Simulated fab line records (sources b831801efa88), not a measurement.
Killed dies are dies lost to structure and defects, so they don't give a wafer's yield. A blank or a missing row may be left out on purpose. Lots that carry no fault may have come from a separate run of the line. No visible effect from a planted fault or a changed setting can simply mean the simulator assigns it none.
2 desks, one fault || flow sky130 || each desk holds nothing but its own numbers, with what lay behind them at the end

## FROM THE METROLOGY DESK
Lot by lot, what the gauges showed, no matter which tool ran the lot: averages of those sampled wafers that carry a number. Marked OUT: a lot whose mean sits more than 4 standard deviations from the usual mean, which makes it out of limits; the brackets give that distance.
Columns: A = cd_nm at SKY_VT_ADJUST_HVTP_CD_MEAS_07, usual 379.3 nm; B = VT_ADJUST_LVTN_TW at SKY_VT_ADJUST_LVTN_TW_MEAS_10, usual 239.3; C = VT_ADJUST_LVTN_01_OVL at SKY_VT_ADJUST_LVTN_OVL_MEAS_18, usual 0.3 nm; D = POLY_GATE_CVD_00_THK at SKY_POLY_GATE_THK_MEAS_01, usual 180.8 nm
{"lot": "L921", "first seen here": "day 6 05:43", "A": 375.8, "B": 237.8, "C": 1.0, "D": 180.4}
{"lot": "L922", "first seen here": "day 6 11:29", "A": 377.2, "B": 240.3, "C": 1.3, "D": 180.6}
{"lot": "L924", "first seen here": "day 7 03:38", "A": 377.1, "B": 236.4, "C": 0.9, "D": "149.9 (-17) OUT"}
{"lot": "L925", "first seen here": "day 7 13:52", "A": 378.4, "B": 243.0, "C": -0.4, "D": "149.2 (-18) OUT"}
{"lot": "L935", "first seen here": "day 9 23:32", "A": 379.5, "B": 237.8, "C": -0.6, "D": 179.5}
{"lot": "L936", "first seen here": "day 10 03:32", "A": 373.9, "B": 242.7, "C": -0.7, "D": 182.8}
{"lot": "L939", "first seen here": "day 10 18:51", "A": 381.2, "B": 238.5, "C": -0.4, "D": 179.2}
{"lot": "L940", "first seen here": "day 11 00:01", "A": 379.6, "B": 236.6, "C": 0.7, "D": 181.6}
{"lot": "L941", "first seen here": "day 11 05:21", "A": 376.4, "B": 239.6, "C": -1.0, "D": 180.4}
{"lot": "L942", "first seen here": "day 11 12:50", "A": 386.3, "B": 237.8, "C": -0.5, "D": 179.1}
{"lot": "L943", "first seen here": "day 11 22:19", "A": 377.0, "B": 240.7, "C": 1.1, "D": 180.2}
{"lot": "L944", "first seen here": "day 12 06:55", "A": 379.5, "B": 236.9, "C": 0.4, "D": 180.1}
This desk's finding: out of limits on L924, L925; first on L924, day 15 04:12 (POLY_GATE_CVD_00_THK at SKY_POLY_GATE_THK_MEAS_01). L921, L922, L935, L936, L939, L940, L941, L942, L943, L944 stayed within limits.

## DESK OF THE TOOL OWNER: lpcvd-01
The tool's own readings at SKY_POLY_GATE_CVD_00 (deposits poly-Si, target thk 180 nm, time 720 s): means of the sampled wafers that have a number, for each lot that ran on this tool. Marked OUT: a lot whose mean sits more than 4 standard deviations from the usual mean, which makes it out of limits; the brackets give that distance.
Columns: A = spike_tc_centre_C at SKY_POLY_GATE_CVD_00, usual 620.4 C; B = zone_power_centre_pct at SKY_POLY_GATE_CVD_00, usual 10.1 %
{"lot": "L921", "first seen here": "day 14 00:01", "A": 619.8, "B": 9.5}
{"lot": "L922", "first seen here": "day 14 10:21", "A": 621.4, "B": 9.6}
{"lot": "L924", "first seen here": "day 15 02:24", "A": 620.4, "B": 9.6}
{"lot": "L925", "first seen here": "day 15 17:48", "A": 620.7, "B": 9.5}
{"lot": "L935", "first seen here": "day 19 02:11", "A": 620.5, "B": 9.7}
{"lot": "L936", "first seen here": "day 19 08:02", "A": 618.7, "B": 11.1}
{"lot": "L939", "first seen here": "day 20 06:44", "A": 621.6, "B": 9.6}
{"lot": "L940", "first seen here": "day 20 14:08", "A": 621.3, "B": 11.0}
{"lot": "L941", "first seen here": "day 20 20:29", "A": 620.7, "B": 9.5}
{"lot": "L942", "first seen here": "day 21 05:26", "A": 619.5, "B": 9.6}
{"lot": "L943", "first seen here": "day 21 18:08", "A": 620.6, "B": 9.7}
{"lot": "L944", "first seen here": "day 22 06:31", "A": 620.8, "B": 11.1}
This desk's finding: nothing out of limits on any of the 12 lots.

## ALL TOGETHER
An alarm was possible from the metrology desk at day 15 04:12, on L924, L925.
The desk of the tool owner found nothing out of limits.
Tool owner's desk: L924, L925 on record, inside its limits.
Of the lots named, all ran SKY_POLY_GATE_CVD_00 on lpcvd-01.

## WHAT THE SIMULATOR PUT IN
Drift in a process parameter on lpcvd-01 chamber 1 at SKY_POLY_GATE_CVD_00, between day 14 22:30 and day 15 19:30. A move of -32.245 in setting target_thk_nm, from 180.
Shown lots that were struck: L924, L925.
Hours from the fault's start to each desk's first reading out of limits: the metrology desk, 6.
